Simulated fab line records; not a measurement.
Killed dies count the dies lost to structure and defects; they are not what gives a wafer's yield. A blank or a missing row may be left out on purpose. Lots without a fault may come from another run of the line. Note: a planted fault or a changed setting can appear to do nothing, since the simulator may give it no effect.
What tool caused it? :: flow gf180mcu :: 30 wafers from 10 lots sampled at 6 of the route's 602 steps

## WHAT THE GAUGES READ, wafer by wafer
GF_HV_LDD_TW_MEAS_38.
lot: L395
measured: day 11 14:01
on: film-metro-04
HV_LDD_3_TW: 1432 1432 1431

lot: L397
measured: day 12 05:51
on: film-metro-01
HV_LDD_3_TW: 1438 1435 1439

lot: L399
measured: day 12 19:10
on: film-metro-04
HV_LDD_3_TW: 1439 1444 1446

lot: L402
measured: day 13 20:51
on: film-metro-01
HV_LDD_3_TW: 1438 1445 1435

lot: L403
measured: day 14 07:19
on: film-metro-03
HV_LDD_3_TW: 1407 1419 1416

lot: L407
measured: day 15 13:54
on: film-metro-01
HV_LDD_3_TW: 1432 1431 1433

lot: L415
measured: day 18 07:44
on: film-metro-04
HV_LDD_3_TW: 1448 1451 1447

lot: L416
measured: day 18 15:20
on: film-metro-01
HV_LDD_3_TW: 30 30 30 30 30 30

lot: L417
measured: day 18 21:39
on: film-metro-04
HV_LDD_3_TW: 30 30 30 30 30 30

lot: L418
measured: day 19 01:26
on: film-metro-04
HV_LDD_3_TW: 1440 1435 1441

GF_HV_LDD_OVL_MEAS_47.
lot: L395
measured: day 12 09:00
on: overlay-02
HV_LDD_03_OVL (nm): -1.6 -0.4 -0.7

lot: L397
measured: day 13 01:46
on: overlay-02
HV_LDD_03_OVL (nm): -2.3 -2.2 -1.5

lot: L399
measured: day 13 14:28
on: overlay-02
HV_LDD_03_OVL (nm): -2.1 -2.8 -0.5

lot: L402
measured: day 14 16:37
on: overlay-02
HV_LDD_03_OVL (nm): 0.7 0.0 -2.0

lot: L403
measured: day 15 03:56
on: overlay-01
HV_LDD_03_OVL (nm): 0.5 0.8 1.0

lot: L407
measured: day 16 10:46
on: overlay-01
HV_LDD_03_OVL (nm): -1.6 -2.1 -0.1

lot: L415
measured: day 19 06:43
on: overlay-02
HV_LDD_03_OVL (nm): -1.8 0.2 -2.9

lot: L418
measured: day 20 02:02
on: overlay-01
HV_LDD_03_OVL (nm): -0.9 -2.2 -5.2

## TOOL THAT RAN EACH LOT (tool first, then ch and the chambers of the sampled wafers, then the start)
lot: L395
GF_DUAL_GATE_STRIP_13: plasma-asher-01 ch 0,1, day 8 08:47
GF_POLY_GATE_STRIP_14: plasma-asher-01 ch 1, day 9 05:11
GF_HV_LDD_STRIP_22: plasma-asher-01 ch 0,1, day 10 18:16
GF_HV_LDD_STRIP_37: plasma-asher-03 ch 0,1, day 11 13:55

lot: L397
GF_DUAL_GATE_STRIP_13: plasma-asher-02 ch 0,1, day 8 22:16
GF_POLY_GATE_STRIP_14: plasma-asher-04 ch 0,1, day 9 19:26
GF_HV_LDD_STRIP_22: plasma-asher-01 ch 0,1, day 11 09:23
GF_HV_LDD_STRIP_37: plasma-asher-01 ch 0,1, day 12 05:46

lot: L399
GF_DUAL_GATE_STRIP_13: plasma-asher-01 ch 0,1, day 9 09:16
GF_POLY_GATE_STRIP_14: plasma-asher-02 ch 0, day 10 06:09
GF_HV_LDD_STRIP_22: plasma-asher-04 ch 0,1, day 11 23:38
GF_HV_LDD_STRIP_37: plasma-asher-04 ch 0,1, day 12 19:04

lot: L402
GF_DUAL_GATE_STRIP_13: plasma-asher-02 ch 0, day 10 07:29
GF_POLY_GATE_STRIP_14: plasma-asher-04 ch 0,1, day 11 07:24
GF_HV_LDD_STRIP_22: plasma-asher-03 ch 0,1, day 13 00:46
GF_HV_LDD_STRIP_37: plasma-asher-01 ch 0, day 13 20:45

lot: L403
GF_DUAL_GATE_STRIP_13: plasma-asher-01 ch 0,1, day 10 20:21
GF_POLY_GATE_STRIP_14: plasma-asher-02 ch 0,1, day 11 18:55
GF_HV_LDD_STRIP_22: plasma-asher-04 ch 0,1, day 13 11:48
GF_HV_LDD_STRIP_37: plasma-asher-03 ch 0,1, day 14 07:13

lot: L407
GF_DUAL_GATE_STRIP_13: plasma-asher-01 ch 0,1, day 11 21:32
GF_POLY_GATE_STRIP_14: plasma-asher-02 ch 0,1, day 12 21:21
GF_HV_LDD_STRIP_22: plasma-asher-04 ch 0,1, day 14 15:53
GF_HV_LDD_STRIP_37: plasma-asher-04 ch 0,1, day 15 13:49

lot: L415
GF_DUAL_GATE_STRIP_13: plasma-asher-02 ch 0,1, day 14 06:45
GF_POLY_GATE_STRIP_14: plasma-asher-01 ch 0,1, day 15 07:57
GF_HV_LDD_STRIP_22: plasma-asher-01 ch 0,1, day 17 07:23
GF_HV_LDD_STRIP_37: plasma-asher-01 ch 0,1, day 18 07:38

lot: L416
GF_DUAL_GATE_STRIP_13: plasma-asher-01 ch 0,1, day 14 13:17
GF_POLY_GATE_STRIP_14: plasma-asher-04 ch 0,1, day 15 16:40
GF_HV_LDD_STRIP_22: plasma-asher-04 ch 0,1, day 17 15:00
GF_HV_LDD_STRIP_37: plasma-asher-03 ch 0,1, day 18 15:14

lot: L417
GF_DUAL_GATE_STRIP_13: plasma-asher-03 ch 0, day 14 21:10
GF_POLY_GATE_STRIP_14: plasma-asher-04 ch 0, day 15 22:24
GF_HV_LDD_STRIP_22: plasma-asher-04 ch 0,1, day 17 21:32
GF_HV_LDD_STRIP_37: plasma-asher-04 ch 0, day 18 21:32

lot: L418
GF_DUAL_GATE_STRIP_13: plasma-asher-01 ch 0,1, day 14 21:40
GF_POLY_GATE_STRIP_14: plasma-asher-04 ch 0,1, day 16 00:53
GF_HV_LDD_STRIP_22: plasma-asher-03 ch 0,1, day 18 01:40
GF_HV_LDD_STRIP_37: plasma-asher-03 ch 0,1, day 19 01:20
- GF_DUAL_GATE_STRIP_13: strips in O2/N2.
- GF_POLY_GATE_STRIP_14: strips in O2/N2.
- GF_HV_LDD_STRIP_22: strips in O2/N2.
- GF_HV_LDD_STRIP_37: strips in O2/N2.

## WHAT THE TOOLS THEMSELVES READ (means of the sampled wafers that have a number; where no wafer has one, the mark that the record gives instead)
GF_DUAL_GATE_STRIP_13.
lot: L395
tool: plasma-asher-01
chamber-pressure-mTorr (mTorr): 1500.3
drypump-motor-current-A (A): 5.4
heater-power-w (W): 300
oes-product-au (a.u.): 0.716
platen-temp-c (C): 249.87
strip-time-to-endpoint-s (s): 12.61

lot: L397
tool: plasma-asher-02
chamber-pressure-mTorr (mTorr): 1499.5
drypump-motor-current-A (A): 6.0
heater-power-w (W): 323
oes-product-au (a.u.): 0.713
platen-temp-c (C): 249.98
strip-time-to-endpoint-s (s): 12.67

lot: L399
tool: plasma-asher-01
chamber-pressure-mTorr (mTorr): 1500.4
drypump-motor-current-A (A): 5.4
heater-power-w (W): 307
oes-product-au (a.u.): 0.721
platen-temp-c (C): 250.07
strip-time-to-endpoint-s (s): 12.62

lot: L402
tool: plasma-asher-02
chamber-pressure-mTorr (mTorr): 1499.6
drypump-motor-current-A (A): 6.2
heater-power-w (W): 340
oes-product-au (a.u.): 0.716
platen-temp-c (C): 249.95
strip-time-to-endpoint-s (s): 12.65

lot: L403
tool: plasma-asher-01
chamber-pressure-mTorr (mTorr): 1499.8
drypump-motor-current-A (A): 5.4
heater-power-w (W): 307
oes-product-au (a.u.): 0.715
platen-temp-c (C): 249.94
strip-time-to-endpoint-s (s): 12.65

lot: L407
tool: plasma-asher-01
chamber-pressure-mTorr (mTorr): 1500.9
drypump-motor-current-A (A): 5.4
heater-power-w (W): 297
oes-product-au (a.u.): 0.714
platen-temp-c (C): 250.29
strip-time-to-endpoint-s (s): 12.59

lot: L415
tool: plasma-asher-02
chamber-pressure-mTorr (mTorr): 1500.1
drypump-motor-current-A (A): 5.7
heater-power-w (W): 305
oes-product-au (a.u.): 0.714
platen-temp-c (C): 250.02
strip-time-to-endpoint-s (s): 12.63

lot: L416
tool: plasma-asher-01
chamber-pressure-mTorr (mTorr): 1500.3
drypump-motor-current-A (A): 5.4
heater-power-w (W): 302
oes-product-au (a.u.): 0.717
platen-temp-c (C): 249.81
strip-time-to-endpoint-s (s): 12.64

lot: L417
tool: plasma-asher-03
chamber-pressure-mTorr (mTorr): 1498.5
drypump-motor-current-A (A): 5.4
heater-power-w (W): 321
oes-product-au (a.u.): 0.719
platen-temp-c (C): 250.07
strip-time-to-endpoint-s (s): 12.60

lot: L418
tool: plasma-asher-01
chamber-pressure-mTorr (mTorr): 1501.3
drypump-motor-current-A (A): 5.4
heater-power-w (W): 299
oes-product-au (a.u.): 0.714
platen-temp-c (C): 250.13
strip-time-to-endpoint-s (s): 12.65

GF_POLY_GATE_STRIP_14.
lot: L395
tool: plasma-asher-01
chamber-pressure-mTorr (mTorr): 1500.7
drypump-motor-current-A (A): 5.5
heater-power-w (W): 307
oes-product-au (a.u.): 0.511
platen-temp-c (C): 250.11

lot: L397
tool: plasma-asher-04
chamber-pressure-mTorr (mTorr): 1500.7
drypump-motor-current-A (A): 6.0
heater-power-w (W): 354
oes-product-au (a.u.): 0.506
platen-temp-c (C): 249.98

lot: L399
tool: plasma-asher-02
chamber-pressure-mTorr (mTorr): 1499.6
drypump-motor-current-A (A): 6.2
heater-power-w (W): 344
oes-product-au (a.u.): 0.509
platen-temp-c (C): 250.18

lot: L402
tool: plasma-asher-04
chamber-pressure-mTorr (mTorr): 1500.9
drypump-motor-current-A (A): 6.0
heater-power-w (W): 353
oes-product-au (a.u.): 0.505
platen-temp-c (C): 250.15

lot: L403
tool: plasma-asher-02
chamber-pressure-mTorr (mTorr): 1498.6
drypump-motor-current-A (A): 5.7
heater-power-w (W): 303
oes-product-au (a.u.): 0.504
platen-temp-c (C): 249.98

lot: L407
tool: plasma-asher-02
chamber-pressure-mTorr (mTorr): 1499.3
drypump-motor-current-A (A): 6.0
heater-power-w (W): 322
oes-product-au (a.u.): 0.501
platen-temp-c (C): 250.06

lot: L415
tool: plasma-asher-01
chamber-pressure-mTorr (mTorr): 1500.2
drypump-motor-current-A (A): 5.4
heater-power-w (W): 299
oes-product-au (a.u.): 0.499
platen-temp-c (C): 249.98

lot: L416
tool: plasma-asher-04
chamber-pressure-mTorr (mTorr): 1500.5
drypump-motor-current-A (A): 6.1
heater-power-w (W): 323
oes-product-au (a.u.): 0.509
platen-temp-c (C): 250.13

lot: L417
tool: plasma-asher-04
chamber-pressure-mTorr (mTorr): 1499.5
drypump-motor-current-A (A): 5.9
heater-power-w (W): 384
oes-product-au (a.u.): 0.509
platen-temp-c (C): 249.97

lot: L418
tool: plasma-asher-04
chamber-pressure-mTorr (mTorr): 1499.1
drypump-motor-current-A (A): 5.9
heater-power-w (W): 357
oes-product-au (a.u.): 0.504
platen-temp-c (C): 250.03

GF_HV_LDD_STRIP_22.
lot: L395
tool: plasma-asher-01
chamber-pressure-mTorr (mTorr): 1500.3
drypump-motor-current-A (A): 5.4
heater-power-w (W): 301
oes-product-au (a.u.): 0.719
platen-temp-c (C): 250.05
strip-time-to-endpoint-s (s): 12.68

lot: L397
tool: plasma-asher-01
chamber-pressure-mTorr (mTorr): 1499.4
drypump-motor-current-A (A): 5.4
heater-power-w (W): 307
oes-product-au (a.u.): 0.716
platen-temp-c (C): 249.98
strip-time-to-endpoint-s (s): 12.63

lot: L399
tool: plasma-asher-04
chamber-pressure-mTorr (mTorr): 1499.8
drypump-motor-current-A (A): 6.2
heater-power-w (W): 320
oes-product-au (a.u.): 0.713
platen-temp-c (C): 250.02
strip-time-to-endpoint-s (s): 12.65

lot: L402
tool: plasma-asher-03
chamber-pressure-mTorr (mTorr): 1499.0
drypump-motor-current-A (A): 5.4
heater-power-w (W): 348
oes-product-au (a.u.): 0.716
platen-temp-c (C): 249.94
strip-time-to-endpoint-s (s): 12.63

lot: L403
tool: plasma-asher-04
chamber-pressure-mTorr (mTorr): 1500.6
drypump-motor-current-A (A): 6.0
heater-power-w (W): 349
oes-product-au (a.u.): 0.715
platen-temp-c (C): 250.03
strip-time-to-endpoint-s (s): 12.65

lot: L407
tool: plasma-asher-04
chamber-pressure-mTorr (mTorr): 1499.8
drypump-motor-current-A (A): 6.1
heater-power-w (W): 325
oes-product-au (a.u.): 0.716
platen-temp-c (C): 249.94
strip-time-to-endpoint-s (s): 12.60

lot: L415
tool: plasma-asher-01
chamber-pressure-mTorr (mTorr): 1500.2
drypump-motor-current-A (A): 5.4
heater-power-w (W): 303
oes-product-au (a.u.): 0.716
platen-temp-c (C): 250.12
strip-time-to-endpoint-s (s): 12.59

lot: L416
tool: plasma-asher-04
chamber-pressure-mTorr (mTorr): -
drypump-motor-current-A (A): -
heater-power-w (W): -
oes-product-au (a.u.): -
platen-temp-c (C): -
strip-time-to-endpoint-s (s): -

lot: L417
tool: plasma-asher-04
chamber-pressure-mTorr (mTorr): -
drypump-motor-current-A (A): -
heater-power-w (W): -
oes-product-au (a.u.): -
platen-temp-c (C): -
strip-time-to-endpoint-s (s): -

lot: L418
tool: plasma-asher-03
chamber-pressure-mTorr (mTorr): 1498.3
drypump-motor-current-A (A): 5.4
heater-power-w (W): 350
oes-product-au (a.u.): 0.719
platen-temp-c (C): 249.92
strip-time-to-endpoint-s (s): 12.66

GF_HV_LDD_STRIP_37.
lot: L395
tool: plasma-asher-03
chamber-pressure-mTorr (mTorr): 1500.4
drypump-motor-current-A (A): 5.42
heater-power-w (W): 356
oes-product-au (a.u.): 0.716
platen-temp-c (C): 250.08
strip-time-to-endpoint-s (s): 12.591

lot: L397
tool: plasma-asher-01
chamber-pressure-mTorr (mTorr): 1500.6
drypump-motor-current-A (A): 5.36
heater-power-w (W): 305
oes-product-au (a.u.): 0.716
platen-temp-c (C): 250.05
strip-time-to-endpoint-s (s): 12.626

lot: L399
tool: plasma-asher-04
chamber-pressure-mTorr (mTorr): 1498.9
drypump-motor-current-A (A): 6.00
heater-power-w (W): 351
oes-product-au (a.u.): 0.717
platen-temp-c (C): 250.02
strip-time-to-endpoint-s (s): 12.636

lot: L402
tool: plasma-asher-01
chamber-pressure-mTorr (mTorr): 1500.1
drypump-motor-current-A (A): 5.27
heater-power-w (W): 305
oes-product-au (a.u.): 0.718
platen-temp-c (C): 250.28
strip-time-to-endpoint-s (s): 12.604

lot: L403
tool: plasma-asher-03
chamber-pressure-mTorr (mTorr): 1498.9
drypump-motor-current-A (A): 5.42
heater-power-w (W): 353
oes-product-au (a.u.): 0.716
platen-temp-c (C): 250.06
strip-time-to-endpoint-s (s): 12.601

lot: L407
tool: plasma-asher-04
chamber-pressure-mTorr (mTorr): 1499.8
drypump-motor-current-A (A): 6.02
heater-power-w (W): 359
oes-product-au (a.u.): 0.716
platen-temp-c (C): 250.17
strip-time-to-endpoint-s (s): 12.643

lot: L415
tool: plasma-asher-01
chamber-pressure-mTorr (mTorr): 1499.4
drypump-motor-current-A (A): 5.44
heater-power-w (W): 308
oes-product-au (a.u.): 0.718
platen-temp-c (C): 249.93
strip-time-to-endpoint-s (s): 12.616

lot: L416
tool: plasma-asher-03
chamber-pressure-mTorr (mTorr): 1500.2
drypump-motor-current-A (A): 5.41
heater-power-w (W): 350
oes-product-au (a.u.): 0.720
platen-temp-c (C): 249.98
strip-time-to-endpoint-s (s): 27.542

lot: L417
tool: plasma-asher-04
chamber-pressure-mTorr (mTorr): 1502.0
drypump-motor-current-A (A): 5.88
heater-power-w (W): 388
oes-product-au (a.u.): 0.715
platen-temp-c (C): 249.93
strip-time-to-endpoint-s (s): 27.574

lot: L418
tool: plasma-asher-03
chamber-pressure-mTorr (mTorr): 1499.5
drypump-motor-current-A (A): 5.42
heater-power-w (W): 355
oes-product-au (a.u.): 0.718
platen-temp-c (C): 249.93
strip-time-to-endpoint-s (s): 12.582

## THE ANSWER, worked out from the rows above alone
Rule: what is usual is taken from the lots themselves. The widest of any qualifying gaps counts: lots, ordered by their means at a reading, are off when they make up no more than a third of the lots, leave a main group of 4 or more, and stand apart from it by 3 or more times the standard deviation of that group's means. The tables above print the reading to a certain number of digits; a main group whose means all agree to those digits is not used. A lot without any number at a reading at which 4 lots or more have one is off too. The other lots that the step has rows for count as sound. After the gauges, taken in route order, come the tools' own readings; for these a lot's mean is taken, as printed above. At the first step where some lot is off, the reading lying furthest off is the one used; lots without a number count as furthest.
Off: L416, L417, seen at GF_HV_LDD_TW_MEAS_38 (HV_LDD_3_TW). The main group: mean 1436, standard deviation 9.7.
A tool fits if, at a process step before that reading, it ran every lot that is off, and no sound lot after the first of them. Not tried: the gauges at GF_HV_LDD_TW_MEAS_38; whatever is off there is also off at GF_HV_LDD_STRIP_22, on other tools, and gauge error can't account for it. One candidate fits, namely plasma-asher-04 at GF_HV_LDD_STRIP_22. Its last sound lot is L407 (day 14 15:53), its first lot that is off L416 (day 17 15:00): a fault that began between those two fits.
Blank at GF_HV_LDD_STRIP_22 on the lots that are off, where sound lots have numbers: chamber-pressure-mTorr, drypump-motor-current-A, heater-power-w, oes-product-au, platen-temp-c, strip-time-to-endpoint-s.

## WHAT WAS PUT IN BY THE SIMULATOR
Whole step skipped at GF_HV_LDD_STRIP_22 on plasma-asher-04, starting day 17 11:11. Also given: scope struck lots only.
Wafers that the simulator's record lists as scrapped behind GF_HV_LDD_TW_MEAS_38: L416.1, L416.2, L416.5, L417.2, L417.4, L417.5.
Shown lots that were struck: L416, L417. The rule given above showed the same thing.
